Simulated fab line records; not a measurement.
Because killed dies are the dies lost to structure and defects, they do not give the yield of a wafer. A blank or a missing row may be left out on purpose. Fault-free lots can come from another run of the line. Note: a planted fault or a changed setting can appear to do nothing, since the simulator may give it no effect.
What tool caused it? || flow sky130 || 39 wafers from 13 lots sampled at 3 of the route's 708 steps

WHAT THE GAUGES READ, wafer by wafer
SKY_NWELL_RS_MEAS_31: measurement is done with a four-point probe.
{"lot": "L293", "measured": "day 5 04:45", "on": "film-metro-01", "PWDE_RS (ohm/sq)": "5290 5299 5305"}
{"lot": "L294", "measured": "day 5 09:56", "on": "film-metro-01", "PWDE_RS (ohm/sq)": "5272 5289 5285"}
{"lot": "L296", "measured": "day 6 02:42", "on": "film-metro-01", "PWDE_RS (ohm/sq)": "5289 5298 5281"}
{"lot": "L298", "measured": "day 6 12:29", "on": "film-metro-03", "PWDE_RS (ohm/sq)": "5285 5297 5274"}
{"lot": "L299", "measured": "day 6 21:20", "on": "film-metro-03", "PWDE_RS (ohm/sq)": "5265 5268 5259"}
{"lot": "L301", "measured": "day 7 09:38", "on": "film-metro-03", "PWDE_RS (ohm/sq)": "5281 5275 5274"}
{"lot": "L302", "measured": "day 7 16:42", "on": "film-metro-02", "PWDE_RS (ohm/sq)": "5270 5280 5273"}
{"lot": "L303", "measured": "day 7 20:41", "on": "film-metro-02", "PWDE_RS (ohm/sq)": "5289 5289 5294"}
{"lot": "L305", "measured": "day 8 09:02", "on": "film-metro-02", "PWDE_RS (ohm/sq)": "5265 5277 5246"}
{"lot": "L307", "measured": "day 8 20:16", "on": "film-metro-01", "PWDE_RS (ohm/sq)": "5272 5273 5291"}
{"lot": "L313", "measured": "day 10 08:23", "on": "film-metro-03", "PWDE_RS (ohm/sq)": "5256 5261 5261"}
{"lot": "L314", "measured": "day 10 13:44", "on": "film-metro-02", "PWDE_RS (ohm/sq)": "5256 5260 5262"}
{"lot": "L315", "measured": "day 10 22:31", "on": "film-metro-03", "PWDE_RS (ohm/sq)": "5303 5293 5298"}

SKY_VT_ADJUST_LVTN_OVL_MEAS_07.
{"lot": "L293", "measured": "day 6 17:42", "on": "overlay-01", "VT_ADJUST_LVTN_OVL (nm)": "-0.2 0.9 1.4"}
{"lot": "L294", "measured": "day 6 23:06", "on": "overlay-01", "VT_ADJUST_LVTN_OVL (nm)": "0.5 -1.8 -1.1"}
{"lot": "L296", "measured": "day 7 17:30", "on": "overlay-01", "VT_ADJUST_LVTN_OVL (nm)": "-0.7 -1.3 1.1"}
{"lot": "L298", "measured": "day 8 04:22", "on": "overlay-02", "VT_ADJUST_LVTN_OVL (nm)": "-0.1 -0.7 -0.6"}
{"lot": "L299", "measured": "day 8 14:32", "on": "overlay-02", "VT_ADJUST_LVTN_OVL (nm)": "-1.0 0.1 0.7"}
{"lot": "L301", "measured": "day 9 02:55", "on": "overlay-01", "VT_ADJUST_LVTN_OVL (nm)": "-0.7 0.0 -2.0"}
{"lot": "L302", "measured": "day 9 11:10", "on": "overlay-01", "VT_ADJUST_LVTN_OVL (nm)": "-0.7 0.1 -0.4"}
{"lot": "L303", "measured": "day 9 15:33", "on": "overlay-01", "VT_ADJUST_LVTN_OVL (nm)": "-2.1 -2.4 -2.9"}
{"lot": "L305", "measured": "day 10 04:28", "on": "overlay-02", "VT_ADJUST_LVTN_OVL (nm)": "2.3 -0.2 2.3"}
{"lot": "L307", "measured": "day 10 17:24", "on": "overlay-02", "VT_ADJUST_LVTN_OVL (nm)": "0.0 0.4 0.4"}
{"lot": "L313", "measured": "day 12 08:51", "on": "overlay-01", "VT_ADJUST_LVTN_OVL (nm)": "-0.8 2.1 1.6"}
{"lot": "L314", "measured": "day 12 13:40", "on": "overlay-02", "VT_ADJUST_LVTN_OVL (nm)": "0.4 0.6 -0.8"}
{"lot": "L315", "measured": "day 12 22:55", "on": "overlay-02", "VT_ADJUST_LVTN_OVL (nm)": "-2.3 -1.2 -2.0"}

WHAT TOOL EACH LOT RAN ON (gives the tool, then ch and the chambers of the sampled wafers, and finally the start)
{"lot": "L293", "SKY_DNWELL_EXPOSE_04": "iline-stepper-02 ch 0, day 2 18:57"}
{"lot": "L294", "SKY_DNWELL_EXPOSE_04": "iline-stepper-02 ch 0, day 2 23:55"}
{"lot": "L296", "SKY_DNWELL_EXPOSE_04": "iline-stepper-02 ch 0, day 3 13:38"}
{"lot": "L298", "SKY_DNWELL_EXPOSE_04": "iline-stepper-02 ch 0, day 3 22:23"}
{"lot": "L299", "SKY_DNWELL_EXPOSE_04": "iline-stepper-01 ch 0, day 4 06:56"}
{"lot": "L301", "SKY_DNWELL_EXPOSE_04": "iline-stepper-01 ch 0, day 4 16:22"}
{"lot": "L302", "SKY_DNWELL_EXPOSE_04": "iline-stepper-01 ch 0, day 4 21:06"}
{"lot": "L303", "SKY_DNWELL_EXPOSE_04": "iline-stepper-01 ch 0, day 5 01:57"}
{"lot": "L305", "SKY_DNWELL_EXPOSE_04": "iline-stepper-01 ch 0, day 5 11:33"}
{"lot": "L307", "SKY_DNWELL_EXPOSE_04": "iline-stepper-01 ch 0, day 5 21:37"}
{"lot": "L313", "SKY_DNWELL_EXPOSE_04": "iline-stepper-01 ch 0, day 7 04:41"}
{"lot": "L314", "SKY_DNWELL_EXPOSE_04": "iline-stepper-01 ch 0, day 7 11:21"}
{"lot": "L315", "SKY_DNWELL_EXPOSE_04": "iline-stepper-02 ch 0, day 7 16:16"}
- SKY_DNWELL_EXPOSE_04: exposes mask DNM, target cd 3000 nm.

AS READ BY THE TOOLS THEMSELVES (means over the sampled wafers that have a number; for cases with no such wafer, the mark the record gives instead)
The record holds no such reading with a usual standard deviation.

THE ANSWER, worked out from the rows above alone
Rule: the usual values come from the lots themselves. The widest of any qualifying gaps counts: lots, ordered by their means at a reading, are off when they make up no more than a third of the lots, leave a main group of 4 or more, and stand apart from it by 3 or more times the standard deviation of that group's means. Not used: any main group whose means are identical at the precision the tables above print for the reading. Also off: a lot with no number at a reading for which 4 or more lots have one. Any other lot the step has rows for is counted as sound. The gauges are gone through in route order, then the tools' own readings, and for those a lot's mean is taken as printed above. At the first step where some lot is off, the reading lying furthest off is the one used; lots without a number count as furthest.
Across all readings shown, no lot is off: no conclusion can be drawn from this.

WHAT THE SIMULATOR HAD PUT IN
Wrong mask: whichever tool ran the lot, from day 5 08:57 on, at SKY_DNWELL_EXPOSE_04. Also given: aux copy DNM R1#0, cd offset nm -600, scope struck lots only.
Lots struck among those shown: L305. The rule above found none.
